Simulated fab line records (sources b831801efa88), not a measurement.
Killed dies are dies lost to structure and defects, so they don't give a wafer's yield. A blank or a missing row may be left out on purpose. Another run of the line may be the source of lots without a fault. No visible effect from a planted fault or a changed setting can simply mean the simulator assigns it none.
Struck lot and sound lot, side by side ; flow sky130 ; 18 steps out of a route of 708
Sound: wafers L622.3, L622.4, L622.5. Struck: wafers L637.2, L637.3, L637.6. Last of all comes the cause.
At each step with rows: each side's tool, then ch and its chambers, then its first start. Under that, the readings that differ: sound wafers ; struck wafers ; difference of the means ; sigmas: that difference in standard deviations of wafers without a fault.
alike: a reading whose means differ by less than 2 such deviations, as well as words and numbers matching on both sides. not compared: withheld readings; readings where some wafer has no value; bounds like >300 that might hide an equal value; numbers whose values overlap and for which the record gives no deviation.
A row with sigmas, a row that says differs or no value, or rows on one side alone: a step with any of these is where the two part. Numbers that don't overlap but have no deviation are shown without sigmas and don't part them. A reading that every wafer of one side lacks parts them only if that side has two wafers or more.

first, 3 steps without rows for these wafers: SKY_LI_CONTACT_EXPOSE_09 (exposes mask LICM1, target cd 170 nm); SKY_LI_CONTACT_PEB_10; SKY_LI_CONTACT_DEVELOP_11 (develop time 60 s).
SKY_LI_CONTACT_CD_MEAS_12: the cd target is 170 nm.
  struck on cd sem-01, day 34 23:14; sound on cd sem-01, day 30 00:15
  alike: cd nm
SKY_LI_CONTACT_OVL_MEAS_13:
  struck on overlay-01, day 34 23:20; sound on overlay-02, day 30 00:20
  alike: LI_CONTACT_OVL
SKY_LI_CONTACT_ETCH_14: etches BARC in N2/H2, stops on SiO2, time 45.9 s, target depth 60 nm.
  sound on rie diel-02 ch 1,2, day 30 00:22; struck on rie diel-03 ch 0,3, day 34 23:22
reading;sound;struck;difference;sigmas
drypump motor current A (A);6.1 6.3 6.3;5.9 4.7 4.7;-1.1;-2
  alike: oes product au, throttle valve pct
  not compared: rf hours counter h
SKY_LI_CONTACT_ETCH_15: etches PSG in C4F8/O2/Ar, stops on Si, target depth 600 nm.
  sound on rie diel-02 ch 1,2, day 30 00:25; struck on rie diel-03 ch 0,3, day 34 23:25
  alike: oes product au
SKY_LI_CONTACT_STRIP_16: strips in O2/N2.
  sound on plasma asher-01 ch 0,1, day 30 00:31; struck on plasma asher-01 ch 0,1, day 34 23:29
  alike: drypump motor current A, oes product au, strip time to endpoint s
  not compared: rf hours counter h
then, 3 steps without rows for these wafers: SKY_LI_CONTACT_CLEAN_17 (cleans in NMP, time 600 s); SKY_LI_CONTACT_PRE_CLEAN_18 (time 5.6 s); SKY_LI_CONTACT_SPUTTER_19 (material Ti, target thk 20 nm, time 106.37 s).
SKY_LI_CONTACT_SPUTTER_20: material TiN, target thk 20 nm, time 80 s.
  struck on pvd sputter-04, day 34 23:53; sound on pvd sputter-01, day 30 00:52
  alike: chamber pressure pa, throttle valve pct
SKY_LI_CONTACT_CVD_21: deposits W, target thk 400 nm, time 120.56 s.
  sound on cvd w-02 ch 0,1, day 30 00:58; struck on cvd w-02 ch 0,1, day 34 23:56
reading;sound;struck;difference;sigmas
model.W_of_LI_CONTACT_CVD_21.thk nm (nm);405.9 394.8 406.2;476.3 467.3 467.1;+67.9;
  alike: heater power w
SKY_LI_CONTACT_RS_MEAS_22: uses a four-point probe to measure.
  struck on film metro-04, day 35 00:05; sound on film metro-04, day 30 01:05
reading;sound;struck;difference;sigmas
LI_CONTACT_W_RS (ohm/sq);0.280 0.288 0.279;0.238 0.243 0.244;-0.041;-12
SKY_LI_CONTACT_THK_MEAS_23: measures by xrf.
  struck on film metro-04, day 35 00:12; sound on film metro-04, day 30 01:11
reading;sound;struck;difference;sigmas
LI_CONTACT_W_THK (nm);404 392 402;474 463 467;+69;+13
SKY_LI_CONTACT_CMP_24: polishes, stops on PSG, t overpolish 20 s, target thk 0 nm.
  sound on cmp-02 ch 1,2, day 30 01:14; struck on cmp-01 ch 0,3, day 35 00:21
reading;sound;struck;difference;sigmas
time to endpoint s (s);97 92 93;126 123 120;+29;+7
  alike: motor current A, retaining ring pressure frac
SKY_LOCAL_INTERCONNECT_SPUTTER_00: material TiN, target thk 100 nm, time 83.3 s.
  struck on pvd sputter-01, day 35 00:39; sound on pvd sputter-04, day 30 01:32
  alike: chamber pressure pa, throttle valve pct
-- here the record skips 15 days between the struck wafers' starts before and after, leaving off in module LOCAL_INTERCONNECT and picking up in module PAD_OPEN (first step shown: number 708 of the route) --
SKY_PAD_OPEN_PROBE_99:
  record: rows for the struck wafers here (prober-02, day 50 01:01), none for the sound ones

WHERE THEY PART
At SKY_LI_CONTACT_ETCH_14 first; at SKY_PAD_OPEN_PROBE_99 last (within this record only).

WHY: the cause the simulator had injected
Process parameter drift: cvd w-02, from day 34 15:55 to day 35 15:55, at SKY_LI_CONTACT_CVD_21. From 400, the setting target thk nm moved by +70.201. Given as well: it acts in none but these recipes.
